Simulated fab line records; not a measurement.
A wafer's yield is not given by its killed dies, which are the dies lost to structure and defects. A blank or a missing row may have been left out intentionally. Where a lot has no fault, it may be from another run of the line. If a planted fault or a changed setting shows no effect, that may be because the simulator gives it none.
Tool commonality check | flow gf180mcu | Lots sampled 13, wafers sampled 39

== WHY IT WAS OPENED ==
At GF_V4_THK_MEAS_01 the reading V4_CVD_00_THK is flagged on 2 of 13 lots. Fault-free wafers read 602 nm, with a standard deviation of 7.3.
Rule: a lot is flagged in two cases, either no wafer of it has a number, or all its wafers with numbers fall more than 4 standard deviations from that mean. All remaining lots are regarded as sound.

lot  | measured     | on           | V4_CVD_00_THK (nm), wafer by wafer | flag
L173 | day 23 20:42 | filmMetro-03 | 598 596 596                        | 
L174 | day 24 03:04 | filmMetro-03 | 615 601 605                        | 
L175 | day 24 09:58 | filmMetro-04 | 601 605 599                        | 
L176 | day 24 17:27 | filmMetro-03 | 600 600 587                        | 
L177 | day 24 19:38 | filmMetro-01 | 597 599 597                        | 
L179 | day 25 10:28 | filmMetro-03 | 618 609 618                        | 
L178 | day 25 11:25 | filmMetro-03 | 601 606 610                        | 
L187 | day 28 02:45 | filmMetro-01 | 542 535 538                        | FLAGGED
L188 | day 28 10:41 | filmMetro-03 | 537 533 544                        | FLAGGED
L189 | day 28 15:36 | filmMetro-03 | 604 612 603                        | 
L190 | day 28 21:14 | filmMetro-01 | 610 604 596                        | 
L194 | day 30 01:55 | filmMetro-03 | 605 595 605                        | 
L196 | day 30 12:00 | filmMetro-01 | 610 609 600                        | 
The mean of the flagged lots' numbers is 538 nm, -64 nm from the usual (-9 standard deviations).

== TOOL THAT RAN EACH LOT ==
2 process steps preceding the reading are held in the record, out of 602 steps in the route. In each cell: the tool, then ch and the chambers that the sampled wafers went through, then the start.
lot  | flag    | GF_V3_CVD_02                    | GF_V4_CVD_00
L173 |         | pecvd-03 ch 0,1,2, day 21 18:48 | hdpcvd-01 ch 0,1,2, day 23 20:38
L174 |         | pecvd-02 ch 0,2, day 22 03:18   | hdpcvd-02 ch 0,1,2, day 24 03:00
L175 |         | pecvd-02 ch 0,1,2, day 22 09:38 | hdpcvd-01 ch 0,2, day 24 09:52
L176 |         | pecvd-03 ch 0,1,2, day 22 17:17 | hdpcvd-01 ch 1,2, day 24 17:23
L177 |         | pecvd-02 ch 1,2, day 22 20:06   | hdpcvd-01 ch 0,2, day 24 19:34
L179 |         | pecvd-02 ch 0,1,2, day 23 13:06 | hdpcvd-02 ch 0,2, day 25 10:18
L178 |         | pecvd-01 ch 0,1,2, day 23 13:35 | hdpcvd-02 ch 0,2, day 25 11:20
L187 | FLAGGED | pecvd-03 ch 1,2, day 26 07:29   | hdpcvd-01 ch 0,2, day 28 02:40
L188 | FLAGGED | pecvd-02 ch 0,1,2, day 26 15:16 | hdpcvd-01 ch 0,1,2, day 28 10:37
L189 |         | pecvd-03 ch 0,1,2, day 26 20:21 | hdpcvd-02 ch 0,1,2, day 28 15:32
L190 |         | pecvd-02 ch 0,2, day 27 03:23   | hdpcvd-02 ch 0,1,2, day 28 21:10
L194 |         | pecvd-02 ch 0,1,2, day 28 08:59 | hdpcvd-02 ch 1,2, day 30 01:50
L196 |         | pecvd-01 ch 0,2, day 28 18:38   | hdpcvd-02 ch 0,1,2, day 30 11:55
What these steps do:
- GF_V3_CVD_02: deposits SiO2 from TEOS, target thk 850 nm, time 94.851 s.
- GF_V4_CVD_00: deposits SiO2, target thk 600 nm, time 100 s.
- GF_V4_THK_MEAS_01

== FLAGGED AGAINST TOTAL, ONE TOOL AT A TIME (gauges that did the reading follow at the end) ==
step              | tool         | lots run | flagged | share of the flagged lots | sound lots run after its first flagged lot
GF_V3_CVD_02      | pecvd-01     | 2        | 0       | none                      | -
GF_V3_CVD_02      | pecvd-02     | 7        | 1       | some                      | 2 (L190,L194)
GF_V3_CVD_02      | pecvd-03     | 4        | 1       | some                      | 1 (L189)
GF_V4_CVD_00      | hdpcvd-01    | 6        | 2       | all                       | 0
GF_V4_CVD_00      | hdpcvd-02    | 7        | 0       | none                      | -
GF_V4_THK_MEAS_01 | filmMetro-01 | 4        | 1       | some                      | 2 (L190,L196)
GF_V4_THK_MEAS_01 | filmMetro-03 | 8        | 1       | some                      | 2 (L189,L194)
GF_V4_THK_MEAS_01 | filmMetro-04 | 1        | 0       | none                      | -

== WHAT IS ALLOWED BY THE TABLE ==
1 row of the table ran every flagged lot: hdpcvd-01 at GF_V4_CVD_00.
- hdpcvd-01 at GF_V4_CVD_00: 2 of its 6 lots flagged. Last sound lot L177 at day 24 19:34, first flagged lot L187 at day 28 02:40; a fault beginning in between fits.
Left over: one tool, hdpcvd-01 at GF_V4_CVD_00.

== WHAT THE SIMULATOR HAD INSERTED ==
Site profile drift: hdpcvd-01, from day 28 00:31 on, at GF_V4_CVD_00. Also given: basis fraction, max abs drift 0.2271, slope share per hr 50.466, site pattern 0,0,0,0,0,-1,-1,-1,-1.
Shown lots that were struck: L187, L188. The rule given above showed the same thing.
